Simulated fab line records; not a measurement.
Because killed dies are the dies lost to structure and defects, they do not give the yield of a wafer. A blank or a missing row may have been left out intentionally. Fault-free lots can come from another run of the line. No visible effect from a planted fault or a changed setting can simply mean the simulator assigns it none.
Struck lot and sound lot, side by side	flow sky130	24 steps out of a route of 708
Sound: wafers L109.2, L109.3, L109.5. Wafers L120.1, L120.2, L120.6 were the ones struck. At the end, the cause is stated.
Each step with rows lists, per side, the tool, then ch with its chambers, then its first start. Under that, the readings that differ: sound wafers	struck wafers	difference of the means	sigmas: that difference in standard deviations of wafers without a fault.
alike: readings whose means differ by less than 2 such deviations, and words and numbers that are the same on both sides. not compared: withheld readings, readings that some wafer has no value for, bounds like >300 that may hide the same value, and numbers for which the record gives no deviation and whose values overlap.
Wherever a step has rows on one side only, a row that says differs or no value, or a row with sigmas, the two part there. Non-overlapping numbers with no deviation appear without sigmas and do not part them. Lack of a reading on every wafer of one side parts them only where that side has two or more wafers.

first, 6 steps without rows for these wafers: SKY_PWDE_HMDS_01 (prime time 60 s); SKY_PWDE_COAT_02 (resist thk 3000 nm); SKY_PWDE_SOFTBAKE_03; SKY_PWDE_EXPOSE_04 (exposes mask PWDEM, target cd 840 nm); SKY_PWDE_PEB_05; SKY_PWDE_DEVELOP_06 (develop time 60 s).
SKY_PWDE_OVL_MEAS_07:
  sound on overlay-02 at day 5 19:56; struck on overlay-01 at day 8 00:07
  alike: PWDE_OVL
next, for these wafers, 1 step has no rows: SKY_PWDE_IMPLANT_08.
SKY_PWDE_STRIP_09: strips in O2/N2.
  sound on plasma-asher-02 ch 0, day 5 20:07; struck on plasma-asher-03 ch 0,1, day 8 00:18
  alike: drypump-motor-current-A, oes-product-au, strip-time-to-endpoint-s
  not compared: rf-hours-counter-h
SKY_PWDE_TW_MEAS_10:
  sound on film-metro-02 at day 5 20:17; struck on film-metro-04 at day 8 00:24
reading	sound	struck	difference	sigmas
PWDE_TW	377.4 376.5 378.7	371.2 372.3 372.4	-5.6	-2
then, 2 steps without rows for these wafers: SKY_NWELL_DEHYDRATE_03 (time 60 s); SKY_NWELL_HMDS_04 (prime time 60 s).
SKY_NWELL_COAT_05: resist thk 3000 nm.
  sound on litho-track-02 ch 0, day 6 04:15; struck on litho-track-01 ch 0, day 8 10:26
reading	sound	struck	difference	sigmas
model.coat_of_NWELL_COAT_05.thk-nm (nm)	2993 3003 2995	1794 1797 1797	-1201	
  alike: spin-speed-rpm
then, 3 steps without rows for these wafers: SKY_NWELL_SOFTBAKE_06; SKY_NWELL_EXPOSE_07 (exposes mask NWM, target cd 840 nm); SKY_NWELL_PEB_08.
SKY_NWELL_DEVELOP_09: develop time 60 s.
  sound: litho-track-02 ch 0; struck: litho-track-04 ch 0
reading	sound	struck	difference	sigmas
model.coat_of_NWELL_COAT_05.thk-nm (nm)	2988 2999 2990	1789 1793 1792	-1201	
SKY_NWELL_OVL_MEAS_10:
  sound on overlay-01 at day 6 13:53; struck on overlay-02 at day 8 21:35
  alike: NWELL_00_OVL
then, 3 steps without rows for these wafers: SKY_NWELL_IMPLANT_11; SKY_NWELL_IMPLANT_12; SKY_NWELL_IMPLANT_13.
SKY_NWELL_STRIP_14: strips in O2/N2.
  sound on plasma-asher-04 ch 0,1, day 6 14:22; struck on plasma-asher-03 ch 0,1, day 8 22:05
reading	sound	struck	difference	sigmas
oes-product-au (a.u.)	0.735 0.726 0.724	0.715 0.723 0.710	-0.012	-3
strip-time-to-endpoint-s (s)	36.82 36.95 36.84	22.93 22.97 22.96	-13.92	-99 or more
  alike: drypump-motor-current-A
  not compared: rf-hours-counter-h
SKY_NWELL_TW_MEAS_15:
  sound on film-metro-01 at day 6 14:28; struck on film-metro-02 at day 8 22:11
  alike: NWELL_TW
-- the record jumps here: 41 days lie between the struck wafers' starts before and after (it left off in module NWELL and takes up again in module PAD_OPEN, whose first step shown is number 708 of the route) --
SKY_PAD_OPEN_PROBE_99:
  sound on prober-01 at day 48 00:19; struck on prober-02 at day 50 06:40
reading	sound	struck	difference	sigmas
model.etest.pfet_16v.r-on-ohm-um	1.57e+04 1.54e+04 1.561e+04	1.598e+04 1.593e+04 1.588e+04	+3.600e+02	
model.etest.nfet_16v.r-on-ohm-um	1.447e+04 1.453e+04 1.444e+04	1.396e+04 1.396e+04 1.388e+04	-5.467e+02	
model.etest.res-nwell.line-ohm-um	1124 1099 1118	998.9 984.4 994.3	-121.1	
model.etest.res-nwell.width-nm (nm)	840.2 846.4 843.9	932.2 940.9 933.4	+92.0	
model.etest.res-iso-pwell.width-nm (nm)	2652 2651 2624	2585 2583 2569	-63	
model.etest.pfet_16v.drive-ua-um	241.2 243 240.5	230.4 234.2 234	-8.7	
model.etest.iso-nwell-nwell.leak-log10-a-um	-13.32 -13.2 -12.98	-12.01 -11.76 -12.2	+1.18	

WHERE THEY PART
Earliest at SKY_PWDE_TW_MEAS_10; latest, in this record, at SKY_NWELL_STRIP_14. Later steps at which nothing parts them and some readings are alike: SKY_NWELL_TW_MEAS_15.

WHY: whatever the simulator had introduced
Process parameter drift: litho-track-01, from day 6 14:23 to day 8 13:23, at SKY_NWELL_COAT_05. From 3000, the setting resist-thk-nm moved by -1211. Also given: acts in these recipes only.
